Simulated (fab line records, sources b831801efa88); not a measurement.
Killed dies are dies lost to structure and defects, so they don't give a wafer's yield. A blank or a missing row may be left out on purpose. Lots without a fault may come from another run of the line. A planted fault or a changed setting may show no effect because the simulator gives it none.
A struck lot beside a sound one | flow gf180mcu | 14 steps out of a route of 602
Sound: wafers L927.1, L927.3, L927.5. Struck: wafers L935.1, L935.2, L935.5. The cause comes at the end.
At each step with rows: each side's tool, then ch and its chambers, then its first start. Under that, the readings that differ: sound wafers | struck wafers | difference of the means | sigmas: that difference in standard deviations of wafers without a fault.
alike: readings whose means differ by less than 2 such deviations, and words and numbers that are the same on both sides. not compared: withheld readings, readings that some wafer has no value for, bounds like >300 that may hide the same value, and numbers for which the record gives no deviation and whose values overlap.
The two part at a step that has a row with sigmas, a row that says differs or no value, or rows on one side only. Numbers that don't overlap but have no deviation are shown without sigmas and don't part them. A reading that every wafer of one side lacks parts them only if that side has two wafers or more.

first, 4 steps without rows for these wafers: GF_V4_SOFTBAKE_10 (time 60 s); GF_V4_EXPOSE_11 (exposes mask Via4, target cd 260 nm); GF_V4_PEB_12 (peb time 90 s); GF_V4_DEVELOP_13 (develop time 60 s).
GF_V4_CD_MEAS_14: target cd 260 nm.
  sound on cd_sem-01, day 27 00:41; struck on cd_sem-02, day 29 11:29
  alike: cd_nm
GF_V4_OVL_MEAS_15:
  sound on overlay-02, day 27 00:48; struck on overlay-01, day 29 11:36
  alike: V4_OVL
GF_V4_ETCH_16: etches BARC in N2/H2.
  sound on rie_diel-02 ch 0,1,2, day 27 00:50; struck on rie_diel-01 ch 1,3, day 29 11:38
  alike: drypump_motor_current_A, oes_product_au, throttle_valve_pct
GF_V4_ETCH_17: etches SiO2 in C4F8/O2/Ar, stops on TiN, target depth 630 nm.
  sound on rie_diel-02 ch 0,1,2; struck on rie_diel-01 ch 1,3
  alike: oes_product_au
GF_V4_STRIP_18: strips in O2/N2.
  sound on plasma_asher-02 ch 0,1, day 27 00:58; struck on plasma_asher-04 ch 0,1, day 29 11:46
  alike: drypump_motor_current_A, heater_power_w, oes_product_au
  not compared: rf_hours_counter_h
then, 2 steps without rows for these wafers: GF_V4_STRIP_19 (strips in post etch residue remover, time 1200 s); GF_V4_CLEAN_20 (cleans in DIW).
GF_V4_SPUTTER_21: material Ti, target thk 15 nm, time 80.02 s.
  sound on pvd_sputter-04, day 27 01:30; struck on pvd_sputter-03, day 29 12:19
  alike: cathode_dc_power_W, chamber_pressure_pa, throttle_valve_pct
GF_V4_SPUTTER_22: material TiN, target thk 10 nm, time 40 s.
  sound on pvd_sputter-04, day 27 01:34; struck on pvd_sputter-03, day 29 12:23
  no value came back on the struck wafers for cathode_dc_power_W (W), chamber_pressure_pa (Pa), throttle_valve_pct (%); on the sound wafers cathode_dc_power_W (W) reads 3999.8 3999.9 3999.7
GF_V4_CVD_23: deposits W, target thk 350 nm, time 104.9 s.
  sound on cvd_w-01 ch 0,1, day 27 01:36; struck on cvd_w-01 ch 0,1, day 29 12:25
  alike: heater_power_outer_w, heater_power_w
  not compared: since_wet_clean_h

WHERE THEY PART
Only at GF_V4_SPUTTER_22, within this record. Later steps at which nothing parts them and some readings are alike: GF_V4_CVD_23.

WHY: what the simulator had put in
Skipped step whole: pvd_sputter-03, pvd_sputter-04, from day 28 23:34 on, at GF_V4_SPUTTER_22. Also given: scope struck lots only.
